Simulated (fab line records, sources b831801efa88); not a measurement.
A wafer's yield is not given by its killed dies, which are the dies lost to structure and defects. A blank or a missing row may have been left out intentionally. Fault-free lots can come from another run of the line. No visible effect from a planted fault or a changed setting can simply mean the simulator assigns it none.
The tool behind it: which one? + flow sky130 + 39 wafers from 13 lots sampled at 2 of the route's 708 steps

## WHAT EACH GAUGE READ, for each wafer
SKY_CAPM_THK_MEAS_01.
| lot  | measured     | on            | CAPM_CVD_00_THK (nm) |
|------|--------------|---------------|----------------------|
| L444 | day 36 08:24 | film_metro-01 | 15.34 15.73 15.44    |
| L446 | day 36 18:42 | film_metro-01 | 15.38 15.21 15.54    |
| L447 | day 36 23:16 | film_metro-01 | 15.48 15.65 15.79    |
| L448 | day 37 13:20 | film_metro-04 | 15.33 15.47 15.64    |
| L449 | day 37 22:14 | film_metro-04 | 15.67 15.44 15.77    |
| L452 | day 39 07:03 | film_metro-04 | 15.17 15.37 15.78    |
| L455 | day 39 20:49 | film_metro-04 | 12.67 12.95 16.07    |
| L461 | day 41 16:43 | film_metro-01 | 15.32 15.82 15.88    |
| L464 | day 42 02:59 | film_metro-01 | 15.21 15.49 15.68    |
| L463 | day 42 07:29 | film_metro-04 | 15.00 15.38 15.24    |
| L465 | day 42 09:22 | film_metro-02 | 15.50 15.98 15.69    |
| L466 | day 42 23:00 | film_metro-02 | 15.46 15.16 15.70    |
| L467 | day 43 00:30 | film_metro-02 | 15.34 15.60 15.89    |

## WHAT TOOL EACH LOT RAN ON (gives the tool, then ch and the chambers of the sampled wafers, and finally the start)
| lot  | SKY_CAPM_CVD_00               |
|------|-------------------------------|
| L444 | pecvd-01 ch 1,2, day 36 08:23 |
| L446 | pecvd-02 ch 0,1, day 36 18:41 |
| L447 | pecvd-03 ch 0,2, day 36 23:14 |
| L448 | pecvd-03 ch 1,2, day 37 13:18 |
| L449 | pecvd-01 ch 0,2, day 37 22:13 |
| L452 | pecvd-03 ch 1,2, day 39 07:02 |
| L455 | pecvd-01 ch 0,1, day 39 20:47 |
| L461 | pecvd-03 ch 0,1, day 41 16:42 |
| L464 | pecvd-02 ch 0,2, day 42 02:57 |
| L463 | pecvd-02 ch 0,2, day 42 07:26 |
| L465 | pecvd-03 ch 0,2, day 42 09:20 |
| L466 | pecvd-02 ch 0,2, day 42 22:59 |
| L467 | pecvd-01 ch 0,1, day 43 00:29 |
- SKY_CAPM_CVD_00: deposits SiO2, target thk 15.5 nm.

## AS READ BY THE TOOLS THEMSELVES (means over the sampled wafers that have a number; for cases with no such wafer, the mark the record gives instead)
SKY_CAPM_CVD_00.
| lot  | tool     | heater_power_w (W) |
|------|----------|--------------------|
| L444 | pecvd-01 | 765                |
| L446 | pecvd-02 | 622                |
| L447 | pecvd-03 | 769                |
| L448 | pecvd-03 | 638                |
| L449 | pecvd-01 | 870                |
| L452 | pecvd-03 | 704                |
| L455 | pecvd-01 | 856                |
| L461 | pecvd-03 | 748                |
| L464 | pecvd-02 | 692                |
| L463 | pecvd-02 | 638                |
| L465 | pecvd-03 | 696                |
| L466 | pecvd-02 | 665                |
| L467 | pecvd-01 | 761                |

## THE ANSWER, worked out from the rows above alone
Rule: the usual values come from the lots themselves. The widest of any qualifying gaps counts: lots, ordered by their means at a reading, are off when they make up no more than a third of the lots, leave a main group of 4 or more, and stand apart from it by 3 or more times the standard deviation of that group's means. A main group whose means are all the same, to the digits that the tables above print for the reading, isn't used. A lot without any number at a reading at which 4 lots or more have one is off too. Any other lot the step has rows for is counted as sound. Order of review: gauges by route order, followed by the tools' own readings, for which a lot's mean as printed above is used. At the first step where some lot is off, the reading lying furthest off is the one used; lots without a number count as furthest.
Off: L455, at SKY_CAPM_THK_MEAS_01 (CAPM_CVD_00_THK). The main group has a mean of 15.52 nm with a standard deviation of 0.14.
If a tool, at a process step before that reading, ran all the lots that are off and no sound lot after the first of them, it fits. Gauges at SKY_CAPM_THK_MEAS_01: tried the same way as those tools. Of those tried, none fits.

## WHAT THE SIMULATOR HAD PUT IN
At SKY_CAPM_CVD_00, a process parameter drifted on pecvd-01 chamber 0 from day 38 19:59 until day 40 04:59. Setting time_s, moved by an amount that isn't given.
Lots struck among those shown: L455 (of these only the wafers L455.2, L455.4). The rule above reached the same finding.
